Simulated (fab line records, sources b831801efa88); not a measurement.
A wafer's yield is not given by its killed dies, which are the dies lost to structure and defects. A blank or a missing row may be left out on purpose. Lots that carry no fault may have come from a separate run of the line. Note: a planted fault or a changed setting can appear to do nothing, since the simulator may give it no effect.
Shared-tool check | flow sky130 | Sample size 10 lots and 39 wafers

THE REASON FOR OPENING IT
SKY_POLY_GATE_THK_MEAS_01, reading POLY_GATE_CVD_00_THK: flagged on 3 of 10 lots. No-fault wafers: 179.1 nm, standard deviation 1.6.
Rule: flag the lot when none of its wafers has a number, or when each of its wafers that has one lies beyond 4 standard deviations from that mean. As for the other lots, they are considered sound.

lot  | measured     | on           | POLY_GATE_CVD_00_THK (nm), wafer by wafer | flag
L567 | day 14 09:11 | filmMetro-03 | 181.1 181.6 181.2                         | 
L571 | day 15 10:14 | filmMetro-03 | 180.2 180.0 180.0                         | 
L575 | day 16 22:36 | filmMetro-01 | 156.8 157.2 156.1 156.7 157.2 156.2       | FLAGGED
L576 | day 17 10:18 | filmMetro-01 | 157.8 157.1 156.9 158.0 157.2 157.0       | FLAGGED
L577 | day 17 17:16 | filmMetro-02 | 154.1 154.9 155.5 154.4 154.9 155.4       | FLAGGED
L584 | day 20 09:23 | filmMetro-01 | 178.2 176.8 177.1                         | 
L586 | day 21 05:44 | filmMetro-02 | 178.2 178.2 179.9                         | 
L587 | day 21 12:44 | filmMetro-02 | 176.7 177.3 176.6                         | 
L588 | day 21 15:35 | filmMetro-02 | 178.7 178.5 179.0                         | 
L589 | day 21 20:50 | filmMetro-01 | 177.4 180.2 178.6                         | 
On average the flagged lots' numbers are 156.3 nm, which is -22.8 nm against the usual, or -14 standard deviations.

TOOL THAT RAN EACH LOT
The record holds 1 process step before the reading, out of a route of 708 steps. In each cell: the tool, then ch and the chambers that the sampled wafers went through, then the start.
lot  | flag    | SKY_POLY_GATE_CVD_00
L567 |         | lpcvd-01 ch 0, day 14 07:58
L571 |         | lpcvd-01 ch 0, day 15 09:02
L575 | FLAGGED | lpcvd-01 ch 0, day 16 21:23
L576 | FLAGGED | lpcvd-01 ch 1, day 17 08:30
L577 | FLAGGED | lpcvd-01 ch 1, day 17 16:04
L584 |         | lpcvd-01 ch 1, day 20 07:34
L586 |         | lpcvd-01 ch 0, day 21 03:56
L587 |         | lpcvd-01 ch 0, day 21 10:56
L588 |         | lpcvd-01 ch 1, day 21 13:47
L589 |         | lpcvd-01 ch 0, day 21 19:01
These steps, and what they do:
- SKY_POLY_GATE_CVD_00: deposits poly-Si, target thk 180 nm, time 720 s.
- SKY_POLY_GATE_THK_MEAS_01

FLAGGED OVER TOTAL, TOOL BY TOOL (the gauges that took the reading come last)
step                      | tool         | lots run | flagged | share of the flagged lots | sound lots run after its first flagged lot
SKY_POLY_GATE_CVD_00      | lpcvd-01     | 10       | 3       | all                       | 5 (L584,L586,L587,L588,L589)
SKY_POLY_GATE_THK_MEAS_01 | filmMetro-01 | 4        | 2       | some                      | 2 (L584,L589)
SKY_POLY_GATE_THK_MEAS_01 | filmMetro-02 | 4        | 1       | some                      | 3 (L586,L587,L588)
SKY_POLY_GATE_THK_MEAS_01 | filmMetro-03 | 2        | 0       | none                      | -

WHAT THE TABLE PERMITS
In the table, 1 row covers all flagged lots: lpcvd-01 at SKY_POLY_GATE_CVD_00.
- lpcvd-01 at SKY_POLY_GATE_CVD_00 ran 10 lots, 3 of them flagged. Sound lots followed the first flagged one (L584, L586, L587, L588, L589) on it, something a lasting fault affecting the whole tool could not allow. Its own readings lie more than 4 standard deviations out on every wafer of the flagged lots: spikeTcBottomC.
No row of the table ran every flagged lot and no sound lot after the first.

WHAT HAD BEEN PUT IN BY THE SIMULATOR
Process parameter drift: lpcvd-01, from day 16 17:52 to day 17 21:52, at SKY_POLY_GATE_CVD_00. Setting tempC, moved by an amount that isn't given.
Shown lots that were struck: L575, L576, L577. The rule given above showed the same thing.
